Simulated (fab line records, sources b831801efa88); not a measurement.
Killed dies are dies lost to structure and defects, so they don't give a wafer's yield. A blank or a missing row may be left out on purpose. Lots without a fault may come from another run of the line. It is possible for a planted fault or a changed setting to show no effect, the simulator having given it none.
fab line records | flow sky130
record: lots: 12 | wafers: 36 | last_day: 50
route steps=708 shown CONTACT@410 METAL1@434 PAD_OPEN@708
lots that met no fault: taken from a fault-free run of the same line
start_h: hours from the record's first day to the start of the lot's first wafer shown | wait_h: hours from the lot's prior step to this one | " identical to the entry in the row above | L1.1+2: a row that stands for several wafers | - either no value or no given start | * or withheld: withheld | < > ~ a bound
route shown NAME@n: names a module that has steps shown in the file, with the first one's number in the route | usual: mean and standard deviation over wafers with no fault | same: alike in all rows | chamber/n: place in a boat | sites: each site's reading | _std_site: standard deviation of those values | _edge_site: mean of outer sites minus mean of inner sites | radius_mm: how far each site lies from the wafer's centre | mask NAME#n: copy n | behind: the most recent tool/chamber to have shaped the wafer | hold: reason for holding the lot/hours on hold/outcome of the hold | device: which transistor (n, p or np) failed to switch | end of line: tests run on the same wafers once the route is complete | step lacking rows: just its recipe | killed: the dies lost at the first sort to structure and to defects; this is not the yield of the wafer | map: shows each die of a wafer: x if killed, . if not, _ if none is there
set.NAME: the setting the step ran with; set.NAME@STEP: the setting that earlier step ran with | model.NAME: the simulator's own value behind a step, which no gauge read
one table for each step of the route and one row for each wafer, over a sample of lots
services: from which hour (start_h, from the record's first day; less than 0 if before it) a tool's chamber was out of use, for how many hours, and why
== steps ==
step: SKY_CONTACT_CMP_04
recipe: material: SiO2 | down_force_psi: 4 | platen_rpm: 60 | pad_velocity_m_s: 0.94248
usual: motor_current_A: 11.7/1.1 | platen_rpm: 60.01/0.038 | slurry_flow_ml_min: 150.0/0.47 | time_to_endpoint_s: 84/3.9
lot.wafer | tool   | chamber | start_h | wait_h | motor_current_A | platen_rpm | slurry_flow_ml_min | time_to_endpoint_s
L917.3    | cmp-01 | 3       | 719.61  | 0.1    | 12.7            | 59.98      | 150.1              | 88
L917.2    | "      | 0       | "       | "      | 10.3            | 59.99      | 150.1              | 85
L917.5    | "      | 3       | "       | "      | 13.5            | 60.07      | 150.0              | 85
L918.2    | cmp-02 | 3       | 723.17  | 0.0    | 11.8            | 60.01      | 149.8              | 84
L918.3    | "      | 0       | "       | "      | 10.4            | 59.96      | 149.8              | 84
L918.1    | "      | 2       | "       | "      | 12.2            | 60.03      | 149.3              | 90
L919.3    | cmp-02 | 2       | 726.71  | 0.0    | 12.2            | 59.98      | 149.8              | 86
L919.4    | "      | 0       | "       | "      | 10.5            | 60.04      | 150.0              | 84
L919.2    | "      | 1       | "       | "      | 11.6            | 60.00      | 148.8              | 83
L922.1    | cmp-01 | 1       | 757.67  | 0.1    | 13.0            | 60.02      | 149.9              | 88
L922.2    | "      | 3       | "       | "      | 14.6            | 59.98      | 150.1              | 82
L922.5    | "      | 0       | "       | "      | 10.4            | 60.07      | 149.9              | 81
L928.1    | cmp-01 | 2       | 803.96  | 0.1    | 10.6            | 59.96      | 150.0              | 83
L928.2    | "      | 1       | "       | "      | 12.5            | 60.01      | 150.2              | 87
L928.6    | "      | 3       | "       | "      | 14.0            | 59.99      | 150.2              | 80
L933.4    | cmp-02 | 2       | 834.43  | 0.6    | 12.6            | 59.97      | 149.1              | 77
L933.5    | "      | 0       | "       | "      | 10.3            | 60.00      | 150.5              | 78
L933.6    | "      | 1       | "       | "      | 12.2            | 60.01      | 150.7              | 79
L935.2    | cmp-01 | 1       | 851.46  | 0.0    | 12.9            | 59.99      | 149.5              | 87
L935.3    | "      | 2       | "       | "      | 11.3            | 60.03      | 149.9              | 84
L935.5    | "      | 2       | "       | "      | 11.4            | 60.07      | 150.3              | 90
L936.4    | cmp-02 | 3       | 861.39  | 0.1    | 11.1            | 60.01      | 149.6              | 85
L936.6    | "      | 1       | "       | "      | 11.4            | 59.99      | 149.7              | 80
L936.5    | "      | 2       | "       | "      | 12.7            | 59.95      | 149.5              | 83
L937.2    | cmp-02 | 2       | 862.31  | 0.0    | 12.3            | 59.99      | 149.3              | 84
L937.4    | "      | 3       | "       | "      | 11.5            | 60.06      | 149.9              | 82
L937.6    | "      | 3       | "       | "      | 11.2            | 60.06      | 149.7              | 79
L938.3    | cmp-01 | 0       | 868.96  | 0.0    | 10.1            | 60.02      | 150.5              | 81
L938.1    | "      | 1       | "       | "      | 13.4            | 59.99      | 149.9              | 83
L938.6    | "      | 0       | "       | "      | 10.6            | 60.06      | 149.5              | 79
L939.1    | cmp-01 | 1       | 871.66  | 0.1    | 12.6            | 60.01      | 151.1              | 84
L939.3    | "      | 0       | "       | "      | 10.9            | 59.99      | 149.9              | 78
L939.5    | "      | 2       | "       | "      | 10.6            | 60.02      | 149.7              | 88
L940.1    | cmp-02 | 1       | 882.86  | 0.1    | 11.5            | 60.02      | 150.5              | 81
L940.2    | "      | 0       | "       | "      | 10.4            | 60.00      | 150.3              | 78
L940.6    | "      | 2       | "       | "      | 12.6            | 59.99      | 150.2              | 81
step: SKY_CONTACT_RS_MEAS_25
recipe: thk_meas_gauge: four-point-probe | reads: W_of_CONTACT_CVD_24+TiN_of_CONTACT_SPUTTER_23
usual: CONTACT_W_RS: 0.338/0.0046
lot.wafer | tool          | chamber | start_h | wait_h | CONTACT_W_RS[ohm/sq]
L917.2    | film_metro-02 | -       | 748.10  | 0.1    | 0.344
L917.3    | "             | -       | "       | "      | 0.341
L917.5    | "             | -       | "       | "      | 0.341
L918.1    | film_metro-02 | -       | 751.42  | 0.1    | 0.329
L918.2    | "             | -       | "       | "      | 0.337
L918.3    | "             | -       | "       | "      | 0.329
L919.2    | film_metro-01 | -       | 755.68  | 0.1    | 0.333
L919.3    | "             | -       | "       | "      | 0.336
L919.4    | "             | -       | "       | "      | 0.334
L922.1    | film_metro-01 | -       | 785.72  | 0.1    | 0.339
L922.2    | "             | -       | "       | "      | 0.344
L922.5    | "             | -       | "       | "      | 0.345
L928.1    | film_metro-01 | -       | 831.07  | 0.1    | 0.345
L928.2    | "             | -       | "       | "      | 0.342
L928.6    | "             | -       | "       | "      | 0.342
L933.4    | film_metro-03 | -       | 861.96  | 0.1    | 0.345
L933.5    | "             | -       | "       | "      | 0.344
L933.6    | "             | -       | "       | "      | 0.338
L935.2    | film_metro-02 | -       | 879.02  | 0.1    | 0.340
L935.3    | "             | -       | "       | "      | 0.340
L935.5    | "             | -       | "       | "      | 0.340
L936.4    | film_metro-01 | -       | 888.41  | 0.1    | 0.339
L936.5    | "             | -       | "       | "      | 0.335
L936.6    | "             | -       | "       | "      | 0.338
L937.2    | film_metro-02 | -       | 889.09  | 0.1    | 0.335
L937.4    | "             | -       | "       | "      | 0.337
L937.6    | "             | -       | "       | "      | 0.335
L938.1    | film_metro-02 | -       | 896.14  | 0.1    | 0.338
L938.3    | "             | -       | "       | "      | 0.340
L938.6    | "             | -       | "       | "      | 0.341
L939.1    | film_metro-02 | -       | 898.46  | 0.1    | 0.343
L939.3    | "             | -       | "       | "      | 0.341
L939.5    | "             | -       | "       | "      | 0.341
L940.1    | film_metro-03 | -       | 909.27  | 0.1    | 0.330
L940.2    | "             | -       | "       | "      | 0.339
L940.6    | "             | -       | "       | "      | 0.338
step: SKY_CONTACT_THK_MEAS_26
recipe: thk_meas_gauge: xrf | reads: W_of_CONTACT_CVD_24
usual: CONTACT_W_THK: 342/5.2
lot.wafer | tool          | chamber | start_h | wait_h | CONTACT_W_THK[nm]
L917.2    | film_metro-02 | -       | 748.21  | 0.1    | 336
L917.3    | "             | -       | "       | "      | 340
L917.5    | "             | -       | "       | "      | 340
L918.1    | film_metro-02 | -       | 751.54  | 0.1    | 350
L918.2    | "             | -       | "       | "      | 346
L918.3    | "             | -       | "       | "      | 351
L919.2    | film_metro-01 | -       | 755.79  | 0.1    | 349
L919.3    | "             | -       | "       | "      | 346
L919.4    | "             | -       | "       | "      | 344
L922.1    | film_metro-01 | -       | 785.84  | 0.1    | 340
L922.2    | "             | -       | "       | "      | 338
L922.5    | "             | -       | "       | "      | 337
L928.1    | film_metro-01 | -       | 831.19  | 0.1    | 335
L928.2    | "             | -       | "       | "      | 336
L928.6    | "             | -       | "       | "      | 337
L933.4    | film_metro-03 | -       | 862.05  | 0.1    | 341
L933.5    | "             | -       | "       | "      | 342
L933.6    | "             | -       | "       | "      | 346
L935.2    | film_metro-02 | -       | 879.13  | 0.1    | 337
L935.3    | "             | -       | "       | "      | 336
L935.5    | "             | -       | "       | "      | 336
L936.4    | film_metro-01 | -       | 888.50  | 0.1    | 340
L936.5    | "             | -       | "       | "      | 341
L936.6    | "             | -       | "       | "      | 336
L937.2    | film_metro-02 | -       | 889.20  | 0.1    | 346
L937.4    | "             | -       | "       | "      | 343
L937.6    | "             | -       | "       | "      | 346
L938.1    | film_metro-02 | -       | 896.26  | 0.1    | 343
L938.3    | "             | -       | "       | "      | 339
L938.6    | "             | -       | "       | "      | 338
L939.1    | film_metro-02 | -       | 898.58  | 0.1    | 335
L939.3    | "             | -       | "       | "      | 340
L939.5    | "             | -       | "       | "      | 341
L940.1    | film_metro-03 | -       | 909.39  | 0.1    | 353
L940.2    | "             | -       | "       | "      | 342
L940.6    | "             | -       | "       | "      | 347
step: SKY_METAL1_SPUTTER_00
recipe: material: Ti | target_thk_nm: 15 | power_w: 3000 | time_s: 10 | chamber_pressure_pa: 0.4
usual: chamber_pressure_pa: 0.3999/0.00079 | throttle_valve_pct: 30.1/1.2
lot.wafer | tool           | chamber | start_h | wait_h | chamber_pressure_pa | throttle_valve_pct
L917.2    | pvd_sputter-01 | -       | 748.56  | 0.2    | 0.4001              | 31.9
L917.3    | "              | -       | "       | "      | 0.3998              | 30.3
L917.5    | "              | -       | "       | "      | 0.4000              | 31.2
L918.1    | pvd_sputter-01 | -       | 751.90  | 0.1    | 0.4004              | 31.0
L918.2    | "              | -       | "       | "      | 0.4005              | 31.8
L918.3    | "              | -       | "       | "      | 0.3996              | 31.1
L919.2    | pvd_sputter-02 | -       | 756.14  | 0.1    | 0.4007              | 30.1
L919.3    | "              | -       | "       | "      | 0.4008              | 29.5
L919.4    | "              | -       | "       | "      | 0.4000              | 26.7
L922.1    | pvd_sputter-02 | -       | 786.20  | 0.1    | 0.3990              | 29.7
L922.2    | "              | -       | "       | "      | 0.3992              | 26.8
L922.5    | "              | -       | "       | "      | 0.3998              | 29.9
L928.1    | pvd_sputter-02 | -       | 831.55  | 0.2    | 0.4004              | 29.4
L928.2    | "              | -       | "       | "      | 0.3393              | 29.1
L928.6    | "              | -       | "       | "      | 0.4008              | 29.7
L933.4    | pvd_sputter-03 | -       | 862.38  | 0.1    | 0.3997              | 29.0
L933.5    | "              | -       | "       | "      | 0.3991              | 30.5
L933.6    | "              | -       | "       | "      | 0.3996              | 29.9
L935.2    | pvd_sputter-01 | -       | 879.48  | 0.1    | 0.3991              | 31.4
L935.3    | "              | -       | "       | "      | 0.3998              | 32.0
L935.5    | "              | -       | "       | "      | 0.3986              | 30.5
L936.4    | pvd_sputter-01 | -       | 888.83  | 0.2    | 0.3997              | 31.8
L936.5    | "              | -       | "       | "      | 0.4005              | 30.7
L936.6    | "              | -       | "       | "      | 0.3996              | 30.9
L937.2    | pvd_sputter-02 | -       | 889.55  | 0.2    | 0.4002              | 27.1
L937.4    | "              | -       | "       | "      | 0.4013              | 30.0
L937.6    | "              | -       | "       | "      | 0.3999              | 29.6
L938.1    | pvd_sputter-01 | -       | 896.62  | 0.1    | 0.4008              | 30.8
L938.3    | "              | -       | "       | "      | 0.3995              | 30.9
L938.6    | "              | -       | "       | "      | 0.3988              | 30.9
L939.1    | pvd_sputter-02 | -       | 898.94  | 0.1    | 0.4004              | 29.9
L939.3    | "              | -       | "       | "      | 0.3996              | 29.6
L939.5    | "              | -       | "       | "      | 0.4001              | 29.9
L940.1    | pvd_sputter-03 | -       | 909.75  | 0.2    | 0.4005              | 30.4
L940.2    | "              | -       | "       | "      | 0.4001              | 29.9
L940.6    | "              | -       | "       | "      | 0.3993              | 31.0
step: SKY_PAD_OPEN_PROBE_99
usual: defect_limited_yield: 82.3/2 | killed_at_M0_to_M3: 43/7.1 | killed_at_M4_up: 3/1.7 | killed_at_contacts: 25/5.6 | killed_at_front_end: 16/4.1 | killed_at_other: 0.2/0.49 | killed_dies: 87/9.8 | killed_open: 47/7.6 | killed_short: 40/6.1 | sort_bin_3_pad_short: 0.9/0.44 | sort_bin_5_function: 10.5/1.6 | sort_bin_6_memory: 6.3/1 | sort_n_pass: 405/9.8 | sort_yield_pct: 82.3/2
same: gross_dies: 492 | killed_at_back_side: 0 | sort_bin_4_leakage[%]: 0 | sort_bin_8_speed[%]: 0
lot.wafer | tool      | chamber | start_h | wait_h | defect_limited_yield[%] | killed_at_M0_to_M3 | killed_at_M4_up | killed_at_contacts | killed_at_front_end | killed_at_other | killed_dies | killed_open | killed_short | sort_bin_3_pad_short[%] | sort_bin_5_function[%] | sort_bin_6_memory[%] | sort_n_pass | sort_yield_pct[%]
L918.1    | prober-02 | -       | 1087.37 | 0.1    | 83.3                    | 34                 | 5               | 30                 | 13                  | 0               | 82          | 47          | 35           | 0.6                     | 9.3                    | 6.7                  | 410         | 83.3
L918.2    | prober-02 | -       | 1087.42 | 0.1    | 86.4                    | 32                 | 1               | 18                 | 15                  | 1               | 67          | 34          | 33           | 0.6                     | 8.3                    | 4.7                  | 425         | 86.4
L918.3    | prober-02 | -       | 1087.47 | 0.2    | 82.9                    | 46                 | 3               | 23                 | 12                  | 0               | 84          | 50          | 34           | 0.2                     | 11.0                   | 5.9                  | 408         | 82.9
L933.4    | prober-02 | -       | 1167.69 | 0.2    | 85.6                    | 35                 | 1               | 22                 | 13                  | 0               | 71          | 35          | 36           | 0.4                     | 7.3                    | 6.7                  | 421         | 85.6
L933.5    | prober-02 | -       | 1167.74 | 0.2    | 85.4                    | 27                 | 5               | 21                 | 19                  | 0               | 72          | 37          | 35           | 1.2                     | 8.1                    | 5.3                  | 420         | 85.4
L933.6    | prober-02 | -       | 1167.79 | 0.2    | 82.3                    | 46                 | 2               | 24                 | 15                  | 0               | 87          | 50          | 37           | 0.4                     | 9.6                    | 7.7                  | 405         | 82.3
L935.2    | prober-02 | -       | 1178.86 | 0.1    | 82.5                    | 46                 | 7               | 22                 | 11                  | 0               | 86          | 55          | 31           | 0.2                     | 9.1                    | 8.1                  | 406         | 82.5
L935.3    | prober-02 | -       | 1178.91 | 0.2    | 81.7                    | 46                 | 5               | 23                 | 16                  | 0               | 90          | 45          | 45           | 1.4                     | 11.0                   | 5.9                  | 402         | 81.7
L935.5    | prober-02 | -       | 1179.01 | 0.2    | 82.9                    | 43                 | 2               | 24                 | 15                  | 0               | 84          | 41          | 43           | 0.8                     | 9.1                    | 7.1                  | 408         | 82.9
L936.4    | prober-01 | -       | 1185.39 | 0.2    | 83.5                    | 38                 | 3               | 26                 | 14                  | 0               | 81          | 38          | 43           | 0.4                     | 12.2                   | 3.9                  | 411         | 83.5
L936.5    | prober-01 | -       | 1185.44 | 0.2    | 80.3                    | 56                 | 1               | 29                 | 11                  | 0               | 97          | 48          | 49           | 0.6                     | 11.6                   | 7.5                  | 395         | 80.3
L936.6    | prober-01 | -       | 1185.49 | 0.2    | 82.5                    | 41                 | 3               | 25                 | 17                  | 0               | 86          | 46          | 40           | 0.2                     | 12.0                   | 5.3                  | 406         | 82.5
L937.2    | prober-02 | -       | 1185.82 | 0.1    | 78.0                    | 59                 | 6               | 32                 | 10                  | 1               | 108         | 56          | 52           | 1.2                     | 12.0                   | 8.7                  | 384         | 78.0
L937.4    | prober-02 | -       | 1185.92 | 0.2    | 83.5                    | 34                 | 2               | 36                 | 9                   | 0               | 81          | 39          | 42           | 0.8                     | 9.8                    | 5.9                  | 411         | 83.5
L937.6    | prober-02 | -       | 1186.02 | 0.2    | 86.0                    | 30                 | 3               | 20                 | 15                  | 1               | 69          | 40          | 29           | 0.8                     | 9.3                    | 3.9                  | 423         | 86.0
L938.1    | prober-01 | -       | 1190.22 | 0.1    | 83.3                    | 39                 | 1               | 22                 | 20                  | 0               | 82          | 41          | 41           | 1.2                     | 9.3                    | 6.1                  | 410         | 83.3
L938.3    | prober-01 | -       | 1190.32 | 0.2    | 82.1                    | 41                 | 5               | 26                 | 16                  | 0               | 88          | 45          | 43           | 0.6                     | 11.4                   | 5.9                  | 404         | 82.1
L938.6    | prober-01 | -       | 1190.47 | 0.2    | 81.7                    | 41                 | 4               | 27                 | 18                  | 0               | 90          | 53          | 37           | 1.2                     | 9.8                    | 7.3                  | 402         | 81.7
L939.1    | prober-02 | -       | 1191.99 | 0.1    | 82.7                    | 41                 | 3               | 25                 | 16                  | 0               | 85          | 55          | 30           | 0.6                     | 10.2                   | 6.5                  | 407         | 82.7
L939.3    | prober-02 | -       | 1192.09 | 0.2    | 83.7                    | 41                 | 1               | 20                 | 18                  | 0               | 80          | 44          | 36           | 0.2                     | 10.6                   | 5.5                  | 412         | 83.7
L939.5    | prober-02 | -       | 1192.19 | 0.2    | 82.7                    | 40                 | 1               | 29                 | 15                  | 0               | 85          | 49          | 36           | 0                       | 10.4                   | 6.9                  | 407         | 82.7
L940.1    | prober-01 | -       | 1198.16 | 0.1    | 81.1                    | 44                 | 2               | 28                 | 19                  | 0               | 93          | 41          | 52           | 1.6                     | 11.4                   | 5.9                  | 399         | 81.1
L940.2    | prober-01 | -       | 1198.21 | 0.1    | 80.9                    | 45                 | 1               | 29                 | 19                  | 0               | 94          | 50          | 44           | 0                       | 13.0                   | 6.1                  | 398         | 80.9
L940.6    | prober-01 | -       | 1198.41 | 0.2    | 82.5                    | 40                 | 3               | 29                 | 14                  | 0               | 86          | 55          | 31           | 0.6                     | 10.6                   | 6.3                  | 406         | 82.5
killed by level:class
L918.1 CONTACT:geometric_particle:open=12 LI_CONTACT:geometric_particle:open=8 METAL2:geometric_particle:short=6 VIA1:geometric_particle:open=5 CONTACT:geometric_particle:short=4 METAL1:geometric_particle:short=4 VIA2:geometric_particle:open=4 VIA3:geometric_particle:open=4
L918.2 CONTACT:geometric_particle:open=8 VIA1:geometric_particle:open=8 LOCAL_INTERCONNECT:geometric_particle:short=5 VIA1:geometric_particle:short=5 FIELD_ISO:geometric_particle:short=4 FIELD_ISO:geometric_particle:open=4 POLY_GATE:geometric_particle:open=4 METAL3:geometric_particle:short=4
L918.3 LI_CONTACT:geometric_particle:open=9 VIA2:geometric_particle:open=9 VIA1:geometric_particle:open=8 CONTACT:geometric_particle:open=7 FIELD_ISO:geometric_particle:open=6 VIA2:geometric_particle:short=6 VIA1:geometric_particle:short=5 VIA3:geometric_particle:open=5
L933.4 LI_CONTACT:geometric_particle:open=7 VIA2:geometric_particle:open=6 VIA1:geometric_particle:open=6 FIELD_ISO:geometric_particle:open=5 LOCAL_INTERCONNECT:geometric_particle:short=5 CONTACT:geometric_particle:short=5 VIA3:geometric_particle:open=5 FIELD_ISO:geometric_particle:short=4
L933.5 CONTACT:geometric_particle:open=8 VIA3:geometric_particle:open=5 FIELD_ISO:geometric_particle:short=4 FIELD_ISO:geometric_particle:open=4 POLY_GATE:geometric_particle:open=4 LI_CONTACT:geometric_particle:open=4 LOCAL_INTERCONNECT:geometric_particle:short=4 METAL1:geometric_particle:short=4
L933.6 LI_CONTACT:geometric_particle:open=9 CONTACT:geometric_particle:open=9 VIA1:geometric_particle:open=8 VIA2:geometric_particle:open=7 VIA3:geometric_particle:open=7 METAL1:geometric_particle:short=6 FIELD_ISO:geometric_particle:short=5 METAL2:geometric_particle:short=5
L935.2 VIA1:geometric_particle:open=10 CONTACT:geometric_particle:open=10 VIA2:geometric_particle:open=9 LI_CONTACT:geometric_particle:open=7 METAL1:geometric_particle:short=6 VIA3:geometric_particle:open=6 METAL4:geometric_particle:short=5 METAL3:geometric_particle:short=4
L935.3 VIA1:geometric_particle:open=13 METAL2:geometric_particle:short=7 LI_CONTACT:geometric_particle:open=6 LOCAL_INTERCONNECT:geometric_particle:short=6 POLY_GATE:geometric_particle:short=5 METAL1:geometric_particle:short=5 VIA3:geometric_particle:open=5 CONTACT:geometric_particle:open=4
L935.5 VIA1:geometric_particle:open=13 CONTACT:geometric_particle:open=9 CONTACT:geometric_particle:short=7 VIA1:geometric_particle:short=7 VIA2:geometric_particle:short=6 FIELD_ISO:geometric_particle:open=5 LI_CONTACT:geometric_particle:open=5 METAL2:geometric_particle:short=5
L936.4 CONTACT:geometric_particle:short=9 LI_CONTACT:geometric_particle:open=7 CONTACT:geometric_particle:open=7 VIA1:geometric_particle:open=6 VIA3:geometric_particle:short=5 SPACER:geometric_particle:short=4 METAL2:geometric_particle:short=4 METAL1:geometric_particle:short=4
L936.5 VIA1:geometric_particle:open=16 CONTACT:geometric_particle:open=11 METAL1:geometric_particle:short=8 VIA3:geometric_particle:open=7 LI_CONTACT:geometric_particle:open=6 LOCAL_INTERCONNECT:geometric_particle:short=6 VIA1:geometric_particle:short=6 METAL3:geometric_particle:short=5
L936.6 CONTACT:geometric_particle:open=11 VIA1:geometric_particle:open=10 METAL1:geometric_particle:short=9 LI_CONTACT:geometric_particle:open=8 CONTACT:geometric_particle:short=5 VIA2:geometric_particle:short=4 VIA2:geometric_particle:open=4 FIELD_ISO:geometric_particle:short=3
L937.2 VIA3:geometric_particle:open=12 CONTACT:geometric_particle:open=12 LI_CONTACT:geometric_particle:open=8 VIA1:geometric_particle:open=8 VIA1:geometric_particle:short=7 METAL2:geometric_particle:short=6 FIELD_ISO:geometric_particle:short=5 METAL1:geometric_particle:short=5
L937.4 CONTACT:geometric_particle:open=11 LI_CONTACT:geometric_particle:open=9 CONTACT:geometric_particle:short=8 VIA3:geometric_particle:open=7 VIA1:geometric_particle:open=7 LOCAL_INTERCONNECT:geometric_particle:short=6 POLY_GATE:geometric_particle:short=5 METAL1:geometric_particle:short=5
L937.6 VIA1:geometric_particle:open=9 FIELD_ISO:geometric_particle:open=7 CONTACT:geometric_particle:open=6 VIA1:geometric_particle:short=5 VIA2:geometric_particle:open=5 POLY_GATE:geometric_particle:open=4 LOCAL_INTERCONNECT:geometric_particle:short=4 LI_CONTACT:geometric_particle:short=4
L938.1 METAL1:geometric_particle:short=10 CONTACT:geometric_particle:open=9 VIA1:geometric_particle:open=8 CONTACT:geometric_particle:short=6 SPACER:geometric_particle:short=5 VIA1:geometric_particle:short=5 VIA3:geometric_particle:open=5 FIELD_ISO:geometric_particle:open=4
L938.3 VIA1:geometric_particle:open=12 CONTACT:geometric_particle:open=10 VIA3:geometric_particle:short=8 LI_CONTACT:geometric_particle:open=7 CONTACT:geometric_particle:short=6 METAL1:geometric_particle:short=5 METAL4:geometric_particle:short=5 VIA3:geometric_particle:open=5
L938.6 VIA1:geometric_particle:open=17 CONTACT:geometric_particle:open=12 LOCAL_INTERCONNECT:geometric_particle:short=8 VIA2:geometric_particle:open=8 FIELD_ISO:geometric_particle:short=7 LI_CONTACT:geometric_particle:open=5 FIELD_ISO:geometric_particle:open=4 METAL3:geometric_particle:short=4
L939.1 CONTACT:geometric_particle:open=15 VIA1:geometric_particle:short=8 VIA1:geometric_particle:open=8 FIELD_ISO:geometric_particle:open=5 LI_CONTACT:geometric_particle:open=5 POLY_GATE:geometric_particle:open=4 VIA2:geometric_particle:short=4 METAL3:geometric_particle:open=4
L939.3 LI_CONTACT:geometric_particle:open=8 VIA1:geometric_particle:open=8 METAL2:geometric_particle:short=7 VIA3:geometric_particle:open=6 VIA2:geometric_particle:open=5 FIELD_ISO:geometric_particle:open=4 METAL1:geometric_particle:short=4 FIELD_ISO:geometric_particle:short=3
L939.5 VIA1:geometric_particle:open=12 CONTACT:geometric_particle:open=10 LI_CONTACT:geometric_particle:open=9 VIA2:geometric_particle:open=7 CONTACT:geometric_particle:short=5 VIA3:geometric_particle:short=4 POLY_GATE:geometric_particle:short=4 LOCAL_INTERCONNECT:geometric_particle:short=4
L940.1 CONTACT:geometric_particle:short=11 CONTACT:geometric_particle:open=8 VIA3:geometric_particle:open=7 VIA2:geometric_particle:open=7 FIELD_ISO:geometric_particle:short=6 VIA1:geometric_particle:short=6 VIA2:geometric_particle:short=5 VIA3:geometric_particle:short=5
L940.2 CONTACT:geometric_particle:open=12 VIA1:geometric_particle:open=11 VIA2:geometric_particle:short=7 FIELD_ISO:geometric_particle:short=6 CONTACT:geometric_particle:short=6 METAL2:geometric_particle:short=6 METAL1:geometric_particle:short=5 VIA3:geometric_particle:open=5
L940.6 LI_CONTACT:geometric_particle:open=14 VIA1:geometric_particle:open=8 VIA2:geometric_particle:open=8 VIA3:geometric_particle:open=7 CONTACT:geometric_particle:open=6 FIELD_ISO:geometric_particle:short=4 POLY_GATE:geometric_particle:short=4 METAL2:geometric_particle:short=4
== services ==
tool           | chamber | start_h | hours | kind
cmp-01         | -       | 707.84  | 0.8   | repair
pvd_sputter-02 | -       | 717.61  | 0.6   | repair
pvd_sputter-03 | -       | 751.67  | 0.5   | repair
cmp-01         | -       | 773.26  | 1.7   | repair
cmp-02         | -       | 784.68  | 4.0   | pm
cmp-02         | -       | 788.68  | -     | consumable_replace:conditioner
cmp-02         | -       | 788.68  | -     | consumable_replace:pad
cmp-02         | -       | 802.37  | 3.8   | repair
pvd_sputter-02 | -       | 812.56  | 2.7   | repair
cmp-01         | -       | 822.94  | 3.6   | pm
cmp-02         | -       | 827.09  | 6.3   | pm
cmp-01         | -       | 831.97  | 3.4   | repair
pvd_sputter-01 | -       | 835.41  | 3.3   | repair
cmp-01         | -       | 854.05  | 3.3   | pm
pvd_sputter-03 | -       | 894.75  | 8.1   | repair
pvd_sputter-01 | -       | 908.89  | 2.0   | repair
== key ==
first_sign: step: SKY_METAL1_SPUTTER_00 | reading: chamber_pressure_pa | direction: down | sigmas: 77 | usual: 0.3999 | struck: 0.3393
effect none on later readings
met_at SKY_METAL1_SPUTTER_00
struck_lots L928
struck_wafers L928.2
not_acting_at SKY_CONTACT_CMP_04,SKY_CONTACT_RS_MEAS_25,SKY_CONTACT_THK_MEAS_26
onset_between 786.20 831.55
fault: kind: process_parameter_drift | tool: pvd_sputter-02 | chamber: - | onset_h: 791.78 | steps: SKY_METAL1_SPUTTER_00 | channel: chamber_pressure_pa | offset: -0.061883 | shape: step | end_h: 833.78 | acts_in: these_recipes_only | stated: 0.4 | scope: struck_wafers_only
